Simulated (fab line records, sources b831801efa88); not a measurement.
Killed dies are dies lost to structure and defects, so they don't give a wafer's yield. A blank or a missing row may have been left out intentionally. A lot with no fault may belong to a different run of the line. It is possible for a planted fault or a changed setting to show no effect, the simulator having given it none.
Which tool was responsible? | flow sky130 | 10 lots, 30 wafers sampled, at 5 steps of a route of 708

## WHAT THE GAUGES READ, wafer by wafer
SKY_LDD_N_TW_MEAS_17. Usual: for LDD_N_TW the level is 2594 and the standard deviation is 15.
lot  | measured     | on            | LDD_N_TW                      | flag
L767 | day 19 00:45 | film_metro-04 | 2614 2604 2617                |
L768 | day 19 12:03 | film_metro-04 | 2627 2620 2617                |
L770 | day 20 00:49 | film_metro-01 | 2594 2610 2598                |
L774 | day 21 14:48 | film_metro-01 | 3001 3012 3014 3003 3002 2995 | OFF
L775 | day 21 23:41 | film_metro-04 | 3033 3021 3028 3027 3044 3034 | OFF
L776 | day 22 09:28 | film_metro-02 | 2573 2585 2581                |
L782 | day 24 15:30 | film_metro-01 | 2591 2593 2595                |
L785 | day 25 11:40 | film_metro-01 | 2599 2597 2598                |
L786 | day 25 17:38 | film_metro-02 | 2582 2584 2573                |
L787 | day 25 19:41 | film_metro-01 | 2577 2579 2606                |

## TOOL THAT RAN EACH LOT (tool first, then ch and the chambers of the sampled wafers, then the start)
lot  | SKY_GATE_OXIDE_STRIP_13              | SKY_POLY_GATE_STRIP_18               | SKY_LDD_N_IMPLANT_08            | SKY_LDD_N_STRIP_16
L767 | plasma_asher-03 ch 0,1, day 14 19:37 | plasma_asher-01 ch 0,1, day 17 12:58 | implanter-01 ch 0, day 18 23:27 | plasma_asher-03 ch 0,1, day 19 00:39
L768 | plasma_asher-03 ch 0,1, day 15 07:28 | plasma_asher-02 ch 0,1, day 17 23:07 | implanter-01 ch 0, day 19 10:45 | plasma_asher-02 ch 0,1, day 19 11:57
L770 | plasma_asher-02 ch 0,1, day 15 18:49 | plasma_asher-02 ch 0,1, day 18 12:58 | implanter-02 ch 0, day 19 23:31 | plasma_asher-02 ch 0,1, day 20 00:43
L774 | plasma_asher-04 ch 0,1, day 17 10:13 | plasma_asher-04 ch 0,1, day 20 04:43 | implanter-01 ch 0, day 21 13:30 | plasma_asher-01 ch 0,1, day 21 14:42
L775 | plasma_asher-02 ch 0,1, day 17 14:19 | plasma_asher-01 ch 0,1, day 20 11:38 | implanter-01 ch 0, day 21 22:23 | plasma_asher-02 ch 0,1, day 21 23:34
L776 | plasma_asher-02 ch 0,1, day 18 04:37 | plasma_asher-01 ch 0,1, day 21 00:20 | implanter-04 ch 0, day 22 08:10 | plasma_asher-03 ch 0,1, day 22 09:22
L782 | plasma_asher-04 ch 0,1, day 20 10:16 | plasma_asher-02 ch 0,1, day 23 06:01 | implanter-02 ch 0, day 24 14:12 | plasma_asher-02 ch 0,1, day 24 15:24
L785 | plasma_asher-04 ch 0,1, day 21 08:17 | plasma_asher-02 ch 0,1, day 24 02:46 | implanter-01 ch 0, day 25 09:10 | plasma_asher-01 ch 0,1, day 25 11:34
L786 | plasma_asher-04 ch 0,1, day 21 16:09 | plasma_asher-01 ch 0,1, day 24 08:59 | implanter-02 ch 0, day 25 16:22 | plasma_asher-02 ch 0,1, day 25 17:32
L787 | plasma_asher-03 ch 0,1, day 21 19:14 | plasma_asher-02 ch 0,1, day 24 12:25 | implanter-01 ch 0, day 25 18:23 | plasma_asher-03 ch 0,1, day 25 19:34
- SKY_GATE_OXIDE_STRIP_13: strips in O2/N2.
- SKY_POLY_GATE_STRIP_18: strips in O2/N2.
- SKY_LDD_N_IMPLANT_08
- SKY_LDD_N_STRIP_16: strips in O2/N2.

## WHAT THE TOOLS THEMSELVES READ (means of the sampled wafers that have a number; where no wafer has one, the mark that the record gives instead)
SKY_GATE_OXIDE_STRIP_13. Usual: chamber_pressure_mTorr 1500.0 mTorr, standard deviation 1.5; drypump_motor_current_A 5.6 A, standard deviation 0.62; oes_product_au 0.715 a.u., standard deviation 0.004; strip_time_to_endpoint_s 14.18 s, standard deviation 0.04.
lot  | tool            | chamber_pressure_mTorr (mTorr) | drypump_motor_current_A (A) | oes_product_au (a.u.) | strip_time_to_endpoint_s (s) | flag
L767 | plasma_asher-03 | 1499.5                         | 5.4                         | 0.716                 | 14.18                        |
L768 | plasma_asher-03 | 1500.3                         | 5.5                         | 0.710                 | 14.16                        |
L770 | plasma_asher-02 | 1498.9                         | 6.1                         | 0.715                 | 14.20                        |
L774 | plasma_asher-04 | 1499.5                         | 5.2                         | 0.721                 | 14.15                        |
L775 | plasma_asher-02 | 1500.4                         | 5.8                         | 0.722                 | 14.19                        |
L776 | plasma_asher-02 | 1500.3                         | 6.1                         | 0.711                 | 14.17                        |
L782 | plasma_asher-04 | 1500.5                         | 5.2                         | 0.714                 | 14.19                        |
L785 | plasma_asher-04 | 1498.4                         | 5.2                         | 0.716                 | 14.21                        |
L786 | plasma_asher-04 | 1499.1                         | 5.2                         | 0.713                 | 14.20                        |
L787 | plasma_asher-03 | 1501.5                         | 5.4                         | 0.716                 | 14.15                        |

SKY_POLY_GATE_STRIP_18. Usual: chamber_pressure_mTorr 1499.7 mTorr, standard deviation 1.4; drypump_motor_current_A 5.6 A, standard deviation 0.54; oes_product_au 0.360 a.u., standard deviation 0.0055; strip_time_to_endpoint_s 3.14 s, standard deviation 0.054.
lot  | tool            | chamber_pressure_mTorr (mTorr) | drypump_motor_current_A (A) | oes_product_au (a.u.) | strip_time_to_endpoint_s (s) | flag
L767 | plasma_asher-01 | 1500.3                         | 5.1                         | 0.362                 | 3.14                         |
L768 | plasma_asher-02 | 1499.9                         | 5.8                         | 0.359                 | 3.20                         |
L770 | plasma_asher-02 | 1500.4                         | 5.8                         | 0.363                 | 3.16                         |
L774 | plasma_asher-04 | 1499.8                         | 5.1                         | 0.360                 | 3.14                         |
L775 | plasma_asher-01 | 1499.8                         | 5.4                         | 0.361                 | 3.18                         |
L776 | plasma_asher-01 | 1500.2                         | 5.1                         | 0.358                 | 3.12                         |
L782 | plasma_asher-02 | 1499.7                         | 5.8                         | 0.359                 | 3.09                         |
L785 | plasma_asher-02 | 1500.4                         | 5.8                         | 0.355                 | 3.17                         |
L786 | plasma_asher-01 | 1500.2                         | 5.1                         | 0.359                 | 3.15                         |
L787 | plasma_asher-02 | 1498.9                         | 5.8                         | 0.363                 | 3.16                         |

SKY_LDD_N_IMPLANT_08. Usual: beam_on_s 10.03 s, standard deviation 0.2; dose_ions_cm2 7.502e+13, standard deviation 9.3e+10; faraday_current_uA 421, standard deviation 8.2.
lot  | tool         | beam_on_s (s) | dose_ions_cm2 | faraday_current_uA | flag
L767 | implanter-01 | 9.95          | 7.499e+13     | 425                |
L768 | implanter-01 | 10.17         | 7.507e+13     | 415                |
L770 | implanter-02 | 9.92          | 7.503e+13     | 425                |
L774 | implanter-01 | 80.61         | 7.023e+14     | 491                | OFF
L775 | implanter-01 | 79.36         | 7.023e+14     | 499                | OFF
L776 | implanter-04 | 9.97          | 7.518e+13     | 423                |
L782 | implanter-02 | 10.03         | 7.489e+13     | 421                |
L785 | implanter-01 | 9.86          | 7.499e+13     | 428                |
L786 | implanter-02 | 10.11         | 7.513e+13     | 419                |
L787 | implanter-01 | 10.24         | 7.496e+13     | 414                |

SKY_LDD_N_STRIP_16. Usual: chamber_pressure_mTorr 1499.9 mTorr, standard deviation 1.3; drypump_motor_current_A 5.7 A, standard deviation 0.64; oes_product_au 0.407 a.u., standard deviation 0.0044; strip_time_to_endpoint_s 4.322 s, standard deviation 0.017.
lot  | tool            | chamber_pressure_mTorr (mTorr) | drypump_motor_current_A (A) | oes_product_au (a.u.) | strip_time_to_endpoint_s (s) | flag
L767 | plasma_asher-03 | 1498.9                         | 5.4                         | 0.401                 | 4.315                        |
L768 | plasma_asher-02 | 1500.4                         | 6.1                         | 0.410                 | 4.336                        |
L770 | plasma_asher-02 | 1499.6                         | 5.8                         | 0.405                 | 4.328                        |
L774 | plasma_asher-01 | 1500.1                         | 5.4                         | 0.401                 | 5.678                        | OFF
L775 | plasma_asher-02 | 1501.3                         | 5.8                         | 0.409                 | 5.653                        | OFF
L776 | plasma_asher-03 | 1500.2                         | 5.4                         | 0.410                 | 4.341                        |
L782 | plasma_asher-02 | 1500.1                         | 5.8                         | 0.410                 | 4.356                        |
L785 | plasma_asher-01 | 1499.7                         | 5.3                         | 0.406                 | 4.322                        |
L786 | plasma_asher-02 | 1500.7                         | 6.1                         | 0.405                 | 4.320                        |
L787 | plasma_asher-03 | 1499.4                         | 5.4                         | 0.408                 | 4.321                        |

## THE ANSWER, worked out from the rows above alone
Rule: a lot is off if the mean of its wafers that have a number lies more than 3 standard deviations from the usual mean. A lot without any number at a reading at which 4 lots or more have one is off too. Where the step has rows for the other lots, those lots are counted as sound. After the gauges, taken in route order, come the tools' own readings; for these a lot's mean is taken, as printed above. At the first step where some lot is off, the reading lying furthest off is the one used; lots without a number count as furthest.
Off: L774, L775, at SKY_LDD_N_TW_MEAS_17 (LDD_N_TW).
If a tool, at a process step before that reading, ran all the lots that are off and no sound lot after the first of them, it fits. Not tried: the gauges at SKY_LDD_N_TW_MEAS_17; whatever is off there is also off at SKY_LDD_N_IMPLANT_08, on other tools, and gauge error can't account for it. No candidate that was tried fits.

## WHAT THE SIMULATOR HAD PUT IN
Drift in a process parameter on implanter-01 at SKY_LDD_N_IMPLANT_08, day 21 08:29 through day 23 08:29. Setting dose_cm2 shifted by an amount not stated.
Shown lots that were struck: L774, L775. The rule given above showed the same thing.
